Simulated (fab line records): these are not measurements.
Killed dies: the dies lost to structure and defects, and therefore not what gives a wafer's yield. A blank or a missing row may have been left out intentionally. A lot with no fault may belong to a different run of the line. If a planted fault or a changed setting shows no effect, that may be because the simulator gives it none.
A struck lot beside a sound one | flow sky130 | 17 steps out of a route of 708
Sound: wafers L539.1, L539.2, L539.3. Wafers struck: L548.1, L548.3, L548.4. The cause is named last.
Order at every step that has rows: each side's tool, ch and its chambers, its first start. Under that, the readings that differ: sound wafers | struck wafers | difference of the means | sigmas: that difference in standard deviations of wafers without a fault.
alike: readings whose means differ by less than 2 such deviations, and words and numbers that are the same on both sides. not compared: withheld readings, readings that some wafer has no value for, bounds like >300 that may hide the same value, and numbers for which the record gives no deviation and whose values overlap.
The two part at a step that has a row with sigmas, a row that says differs or no value, or rows on one side only. Non-overlapping numbers with no deviation appear without sigmas and do not part them. A reading missing from all wafers of one side parts the sides only when that side holds two or more wafers.

SKY_VT_ADJUST_HVTP_OVL_MEAS_08:
  sound on overlay-01, day 6 02:46; struck on overlay-02, day 8 16:50
  alike: VT_ADJUST_HVTP_OVL
then, 1 step without rows for these wafers: SKY_VT_ADJUST_HVTP_IMPLANT_09.
SKY_VT_ADJUST_HVTP_STRIP_10: strips in O2/N2.
  sound on plasma-asher-02 ch 0,1, day 6 02:57; struck on plasma-asher-02 ch 0,1, day 8 17:01
  alike: drypump-motor-current-A, oes-product-au, strip-time-to-endpoint-s
  not compared: rf-hours-counter-h
SKY_VT_ADJUST_HVTP_TW_MEAS_11:
  sound on film-metro-04, day 6 03:03; struck on film-metro-04, day 8 17:07
  alike: VT_ADJUST_HVTP_TW
then, 7 steps without rows for these wafers: SKY_VT_ADJUST_LVTN_DEHYDRATE_00 (time 60 s); SKY_VT_ADJUST_LVTN_HMDS_01 (prime time 60 s); SKY_VT_ADJUST_LVTN_COAT_02 (resist thk 3000 nm); SKY_VT_ADJUST_LVTN_SOFTBAKE_03; SKY_VT_ADJUST_LVTN_EXPOSE_04 (exposes mask NWM COMPLEMENT LESS NATIVE, target cd 840 nm); SKY_VT_ADJUST_LVTN_PEB_05; SKY_VT_ADJUST_LVTN_DEVELOP_06 (develop time 60 s).
SKY_VT_ADJUST_LVTN_OVL_MEAS_07:
  sound on overlay-02, day 6 22:28; struck on overlay-01, day 9 14:22
  alike: VT_ADJUST_LVTN_OVL
SKY_VT_ADJUST_LVTN_IMPLANT_08:
  sound on implanter-03 ch 0, day 6 22:31; struck on implanter-04 ch 0, day 9 14:43
SKY_VT_ADJUST_LVTN_STRIP_09: strips in O2/N2.
  sound on plasma-asher-01 ch 0,1, day 6 22:40; struck on plasma-asher-04 ch 0,1, day 9 14:52
  alike: drypump-motor-current-A, oes-product-au, strip-time-to-endpoint-s
  not compared: rf-hours-counter-h
SKY_VT_ADJUST_LVTN_TW_MEAS_10:
  sound on film-metro-03, day 6 22:46; struck on film-metro-04, day 9 15:03
  reading           | sound             | struck            | difference | sigmas
  VT_ADJUST_LVTN_TW | 242.5 242.7 243.5 | 304.2 303.3 302.4 | +60.4      | +26
then, 1 step without rows for these wafers: SKY_VT_ADJUST_LVTN_DEHYDRATE_11 (time 60 s).
-- record jumps: 39 days separate the struck wafers' starts on either side; left off in module VT_ADJUST_LVTN, taken up again in module PAD_OPEN, whose first shown step is the route's number 708 --
SKY_PAD_OPEN_PROBE_99:
  sound on prober-02, day 45 17:28; struck on prober-02, day 48 11:31
  reading                                   | sound                | struck               | difference | sigmas
  model.etest.nfet_01v8_lvt.drive-ua-um     | 589.1 596.5 601.2    | 530.8 533 548        | -58.3      |
  model.etest.nfet_01v8_swapped.drive-ua-um | 513.5 520.6 525.1    | 474.7 473.9 486.2    | -41.5      |
  model.etest.nfet_01v8.drive-ua-um         | 518.7 523.3 527.7    | 472.2 470.1 489.5    | -46.0      |
  model.etest.nfet_01v8_turned.drive-ua-um  | 519.7 528.1 522.5    | 473.4 474.5 489.1    | -44.4      |
  model.etest.nfet_01v8_lvt.vt-sat-v (V)    | 0.5254 0.5274 0.5202 | 0.5865 0.5866 0.575  | +0.0584    |
  model.etest.nfet_01v8_lvt.vt-v (V)        | 0.6009 0.6039 0.5946 | 0.6465 0.6463 0.6401 | +0.0445    |
  model.etest.nfet_01v8_turned.vt-sat-v (V) | 0.6452 0.6361 0.6415 | 0.6812 0.6855 0.6742 | +0.0394    |
  alike: killed_at_M0_to_M3, killed_at_M4_up, killed-at-contacts, killed-at-front-end, killed-at-other, killed-dies, killed-open, killed-short
  not compared: model.etest.nfet_01v8.off-log10-a-um

## WHERE THEY PART
SKY_VT_ADJUST_LVTN_TW_MEAS_10 only, going by this record. Later steps at which nothing parts them and some readings are alike: SKY_PAD_OPEN_PROBE_99.

WHY: what had been put in by the simulator
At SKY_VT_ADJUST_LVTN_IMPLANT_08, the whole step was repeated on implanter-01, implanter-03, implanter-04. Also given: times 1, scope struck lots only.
